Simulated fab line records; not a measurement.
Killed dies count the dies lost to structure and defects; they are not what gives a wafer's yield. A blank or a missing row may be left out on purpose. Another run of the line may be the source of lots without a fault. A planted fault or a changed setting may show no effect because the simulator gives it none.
The tool behind it: which one? :: flow sky130 :: 12 lots, 36 wafers sampled, at 5 steps of a route of 708

## WHAT THE GAUGES SHOWED, per wafer
SKY_VIA3_CD_MEAS_12 targets a cd of 200 nm.
lot: L707
measured: day 39 15:04
on: cd_sem-01
cd_nm (nm): 200.0 202.4 200.4

lot: L709
measured: day 40 07:17
on: cd_sem-02
cd_nm (nm): 199.2 198.9 200.2

lot: L711
measured: day 40 18:32
on: cd_sem-01
cd_nm (nm): 199.8 200.1 201.7

lot: L716
measured: day 42 13:38
on: cd_sem-01
cd_nm (nm): 200.8 199.9 201.3

lot: L717
measured: day 42 16:13
on: cd_sem-01
cd_nm (nm): 200.9 202.1 201.0

lot: L720
measured: day 43 17:41
on: cd_sem-01
cd_nm (nm): 200.5 199.6 199.1

lot: L722
measured: day 44 16:40
on: cd_sem-02
cd_nm (nm): 200.3 201.3 201.5

lot: L724
measured: day 45 16:41
on: cd_sem-02
cd_nm (nm): 199.4 199.4 198.2

lot: L725
measured: day 45 17:25
on: cd_sem-02
cd_nm (nm): 199.4 198.3 198.1

lot: L726
measured: day 45 17:44
on: cd_sem-01
cd_nm (nm): 199.5 199.2 200.1

lot: L728
measured: day 45 19:05
on: cd_sem-01
cd_nm (nm): 201.4 200.9 202.5

lot: L729
measured: day 46 12:17
on: cd_sem-02
cd_nm (nm): 200.6 201.3 200.6

SKY_CAP2M_THK_MEAS_01.
lot: L707
measured: day 39 17:01
on: film_metro-03
CAP2M_CVD_00_THK (nm): 15.45 15.78 15.59

lot: L709
measured: day 40 09:01
on: film_metro-02
CAP2M_CVD_00_THK (nm): 15.09 15.20 15.51

lot: L711
measured: day 40 20:14
on: film_metro-02
CAP2M_CVD_00_THK (nm): 15.77 15.82 15.70

lot: L716
measured: day 42 15:20
on: film_metro-02
CAP2M_CVD_00_THK (nm): 15.21 15.39 15.60

lot: L717
measured: day 42 17:55
on: film_metro-03
CAP2M_CVD_00_THK (nm): 15.50 15.41 15.72

lot: L720
measured: day 43 19:54
on: film_metro-03
CAP2M_CVD_00_THK (nm): 15.23 11.66 15.67

lot: L722
measured: day 44 18:27
on: film_metro-04
CAP2M_CVD_00_THK (nm): 11.52 15.57 11.87

lot: L724
measured: day 45 18:35
on: film_metro-02
CAP2M_CVD_00_THK (nm): 15.21 15.79 15.58

lot: L725
measured: day 45 19:24
on: film_metro-03
CAP2M_CVD_00_THK (nm): 15.38 15.54 15.62

lot: L726
measured: day 45 19:41
on: film_metro-03
CAP2M_CVD_00_THK (nm): 15.19 15.11 15.58

lot: L728
measured: day 45 21:05
on: film_metro-03
CAP2M_CVD_00_THK (nm): 15.23 15.84 15.49

lot: L729
measured: day 46 13:59
on: film_metro-04
CAP2M_CVD_00_THK (nm): 15.30 15.48 15.99

## EACH LOT AND THE TOOL THAT RAN IT (in order: tool; ch and the chambers of the sampled wafers; start)
lot: L707
SKY_CAPM_CVD_00: pecvd-03 ch 0,1,2, day 36 08:35
SKY_CAPM_SPUTTER_02: pvd_sputter-01, day 36 08:40
SKY_CAP2M_CVD_00: pecvd-02 ch 2, day 39 16:59

lot: L709
SKY_CAPM_CVD_00: pecvd-04 ch 0,1, day 37 01:12
SKY_CAPM_SPUTTER_02: pvd_sputter-01, day 37 01:17
SKY_CAP2M_CVD_00: pecvd-02 ch 1,2, day 40 08:59

lot: L711
SKY_CAPM_CVD_00: pecvd-03 ch 0,1, day 37 12:22
SKY_CAPM_SPUTTER_02: pvd_sputter-01, day 37 12:27
SKY_CAP2M_CVD_00: pecvd-02 ch 0,2, day 40 20:13

lot: L716
SKY_CAPM_CVD_00: pecvd-03 ch 0,1, day 39 09:50
SKY_CAPM_SPUTTER_02: pvd_sputter-04, day 39 09:56
SKY_CAP2M_CVD_00: pecvd-03 ch 0,1, day 42 15:19

lot: L717
SKY_CAPM_CVD_00: pecvd-01 ch 1,2, day 39 13:45
SKY_CAPM_SPUTTER_02: pvd_sputter-03, day 39 13:50
SKY_CAP2M_CVD_00: pecvd-02 ch 1,2, day 42 17:53

lot: L720
SKY_CAPM_CVD_00: pecvd-03 ch 0,2, day 40 16:04
SKY_CAPM_SPUTTER_02: pvd_sputter-04, day 40 16:09
SKY_CAP2M_CVD_00: pecvd-02 ch 0,1,2, day 43 19:52

lot: L722
SKY_CAPM_CVD_00: pecvd-04 ch 0,2, day 41 15:58
SKY_CAPM_SPUTTER_02: pvd_sputter-04, day 41 16:03
SKY_CAP2M_CVD_00: pecvd-02 ch 0,2, day 44 18:26

lot: L724
SKY_CAPM_CVD_00: pecvd-03 ch 2, day 42 19:10
SKY_CAPM_SPUTTER_02: pvd_sputter-01, day 42 19:17
SKY_CAP2M_CVD_00: pecvd-01 ch 0,1, day 45 18:34

lot: L725
SKY_CAPM_CVD_00: pecvd-01 ch 0, day 42 19:46
SKY_CAPM_SPUTTER_02: pvd_sputter-03, day 42 19:52
SKY_CAP2M_CVD_00: pecvd-03 ch 0,1,2, day 45 19:22

lot: L726
SKY_CAPM_CVD_00: pecvd-03 ch 1,2, day 42 20:08
SKY_CAPM_SPUTTER_02: pvd_sputter-03, day 42 20:14
SKY_CAP2M_CVD_00: pecvd-01 ch 0,1, day 45 19:40

lot: L728
SKY_CAPM_CVD_00: pecvd-01 ch 0,2, day 42 21:03
SKY_CAPM_SPUTTER_02: pvd_sputter-04, day 42 21:08
SKY_CAP2M_CVD_00: pecvd-03 ch 0,1,2, day 45 21:02

lot: L729
SKY_CAPM_CVD_00: pecvd-04 ch 1,2, day 43 15:55
SKY_CAPM_SPUTTER_02: pvd_sputter-01, day 43 15:59
SKY_CAP2M_CVD_00: pecvd-01 ch 0,2, day 46 13:58
- SKY_CAPM_CVD_00: deposits SiO2, target thk 15.5 nm.
- SKY_CAPM_SPUTTER_02: material TiN, target thk 200 nm, time 166.7 s.
- SKY_CAP2M_CVD_00: deposits SiO2, target thk 15.5 nm.

## WHAT THE TOOLS THEMSELVES READ (means of the sampled wafers that have a number; where no wafer has one, the mark that the record gives instead)
SKY_CAPM_CVD_00.
lot: L707
tool: pecvd-03
heater_power_w (W): 746

lot: L709
tool: pecvd-04
heater_power_w (W): 725

lot: L711
tool: pecvd-03
heater_power_w (W): 758

lot: L716
tool: pecvd-03
heater_power_w (W): 735

lot: L717
tool: pecvd-01
heater_power_w (W): 634

lot: L720
tool: pecvd-03
heater_power_w (W): 694

lot: L722
tool: pecvd-04
heater_power_w (W): 750

lot: L724
tool: pecvd-03
heater_power_w (W): 602

lot: L725
tool: pecvd-01
heater_power_w (W): 657

lot: L726
tool: pecvd-03
heater_power_w (W): 759

lot: L728
tool: pecvd-01
heater_power_w (W): 677

lot: L729
tool: pecvd-04
heater_power_w (W): 694

SKY_CAPM_SPUTTER_02.
lot: L707
tool: pvd_sputter-01
throttle_valve_pct (%): 29.4

lot: L709
tool: pvd_sputter-01
throttle_valve_pct (%): 29.4

lot: L711
tool: pvd_sputter-01
throttle_valve_pct (%): 29.4

lot: L716
tool: pvd_sputter-04
throttle_valve_pct (%): 29.7

lot: L717
tool: pvd_sputter-03
throttle_valve_pct (%): 30.1

lot: L720
tool: pvd_sputter-04
throttle_valve_pct (%): 29.7

lot: L722
tool: pvd_sputter-04
throttle_valve_pct (%): 30.6

lot: L724
tool: pvd_sputter-01
throttle_valve_pct (%): 29.4

lot: L725
tool: pvd_sputter-03
throttle_valve_pct (%): 30.4

lot: L726
tool: pvd_sputter-03
throttle_valve_pct (%): 30.3

lot: L728
tool: pvd_sputter-04
throttle_valve_pct (%): 29.7

lot: L729
tool: pvd_sputter-01
throttle_valve_pct (%): 28.6

SKY_CAP2M_CVD_00.
lot: L707
tool: pecvd-02
heater_power_w (W): 636

lot: L709
tool: pecvd-02
heater_power_w (W): 669

lot: L711
tool: pecvd-02
heater_power_w (W): 611

lot: L716
tool: pecvd-03
heater_power_w (W): 774

lot: L717
tool: pecvd-02
heater_power_w (W): 718

lot: L720
tool: pecvd-02
heater_power_w (W): 694

lot: L722
tool: pecvd-02
heater_power_w (W): 682

lot: L724
tool: pecvd-01
heater_power_w (W): 676

lot: L725
tool: pecvd-03
heater_power_w (W): 693

lot: L726
tool: pecvd-01
heater_power_w (W): 707

lot: L728
tool: pecvd-03
heater_power_w (W): 755

lot: L729
tool: pecvd-01
heater_power_w (W): 600

## THE ANSWER, worked out from the rows above alone
Rule: usual is defined by the lots themselves. The widest of any qualifying gaps counts: lots, ordered by their means at a reading, are off when they make up no more than a third of the lots, leave a main group of 4 or more, and stand apart from it by 3 or more times the standard deviation of that group's means. The tables above print the reading to a certain number of digits; a main group whose means all agree to those digits is not used. Also off: a lot with no number at a reading for which 4 or more lots have one. Any other lot the step has rows for is counted as sound. Order of review: gauges by route order, followed by the tools' own readings, for which a lot's mean as printed above is used. The first step at which some lot is off is used, and at that step the reading that is off furthest; a lot without a number counts as furthest.
Off: L720, L722, at SKY_CAP2M_THK_MEAS_01 (CAP2M_CVD_00_THK). Main group: mean 15.50 nm, sd 0.14.
If a tool, at a process step before that reading, ran all the lots that are off and no sound lot after the first of them, it fits. Those tools and the gauges at SKY_CAP2M_THK_MEAS_01 are tried in the same way. One fits: SKY_CAP2M_CVD_00 on pecvd-02. A fault onset in the window from L717 (day 42 17:53, its last sound lot) to L720 (day 43 19:52, its first lot off) fits.

## WHAT THE SIMULATOR PUT IN
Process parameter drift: pecvd-02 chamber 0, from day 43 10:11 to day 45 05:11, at SKY_CAP2M_CVD_00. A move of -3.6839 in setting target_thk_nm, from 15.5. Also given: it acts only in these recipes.
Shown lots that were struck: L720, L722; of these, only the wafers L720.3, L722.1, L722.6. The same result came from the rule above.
